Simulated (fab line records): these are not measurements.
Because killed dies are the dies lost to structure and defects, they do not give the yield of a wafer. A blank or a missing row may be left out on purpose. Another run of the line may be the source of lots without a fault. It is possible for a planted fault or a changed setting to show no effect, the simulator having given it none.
Problem report in the 8D (eight disciplines) form, filled by code + flow gf180mcu + the parts of the form that need people (team, actions taken, sign-off) are left out

## 1. WHAT WENT WRONG
run-length-s at GF_SALICIDE_RTA_08 reads a mean of 110.88 s on 2 wafers of 2 lots; wafers without a fault read 58.46 s with a standard deviation of 0.25. That is +99 or more standard deviations from the usual mean.
The step: time 30 s.
Seen first at day 20 22:16 on rtp-anneal-02, wafer L787.6. At this step, 18 wafers from 6 lots have a number in the record. Rule for "out" (also "out of limits"): further than 4 standard deviations from the usual mean. The other wafers with a number count as sound.

## 2. WHAT IT IS; WHAT IT IS NOT
| question                    | is                | is not                                                                         |
|-----------------------------|-------------------|--------------------------------------------------------------------------------|
| which readings at this step | run-length-s      | lamp-power-pct, wafer_temp_C_max                                               |
| which lots                  | L787, L788        | L772, L779, L790, L794                                                         |
| which wafers of those lots  | L787.6, L788.6    | L787.1, L787.5, L788.2, L788.5                                                 |
| read on which tools         | rtp-anneal-02     | rtp-anneal-01                                                                  |
| when                        | from day 20 22:16 | up to then (8 sound wafers); but 8 sound wafers of L788, L790, L794 came after |

## 3. SUSPECTS, AND WHAT RULES EACH OUT
Counting: if a tool at a process step up to the reading ran every lot that is out, it stays a suspect. Sound lots after the first of them don't rule it out here, since some wafers of a struck lot are sound.
- plasma-asher-04 at GF_SAB_STRIP_13 (strips in O2/N2): kept. It ran every lot that is out, first L787 (day 20 21:38).
- rtp-anneal-01 at GF_SALICIDE_RTA_06 (time 30 s): kept. Ran every lot that is out, first one L787 (day 20 22:04); last sound lot up to then L772 (day 14 08:59).
- rtp-anneal-02 at GF_SALICIDE_RTA_08 (time 30 s): kept. Ran every lot that is out, first one L787 (day 20 22:16); last sound lot up to then L779 (day 18 21:48). On those wafers its own readings are out: run-length-s.
After the count, these remain: plasma-asher-04 at GF_SAB_STRIP_13, rtp-anneal-01 at GF_SALICIDE_RTA_06 and rtp-anneal-02 at GF_SALICIDE_RTA_08.

## 4. THE CAUSE (what the simulator had put in)
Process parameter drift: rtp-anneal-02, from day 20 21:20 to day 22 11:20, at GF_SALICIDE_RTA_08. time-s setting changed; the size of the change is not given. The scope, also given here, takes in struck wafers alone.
After counting, 3 suspects remain, this tool included.

## 5. SEQUENCE OF EFFECTS, ordered by route
Rows list readings where the struck wafers' mean (over those with a number) sits beyond 3 standard deviations from the usual. Only readings for which the record gives a usual standard deviation are gone through. hours: the time from each lot's start at the first step in this table that gives one to its start at this step, as a median over the lots. sigmas: the change in usual standard deviations.
| hours | step               | reading      | usual   | on struck wafers | change | sigmas      |
|-------|--------------------|--------------|---------|------------------|--------|-------------|
| 0     | GF_SALICIDE_RTA_08 | run-length-s | 58.46 s | 110.88           | +52.41 | +99 or more |
Process steps it contains:
- GF_SALICIDE_RTA_08: time 30 s.

## 6. WHAT WOULD HAVE CAUGHT IT SOONER
In this record the first reading out of limits was taken at day 20 22:16, 1 hour after the fault began at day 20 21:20.
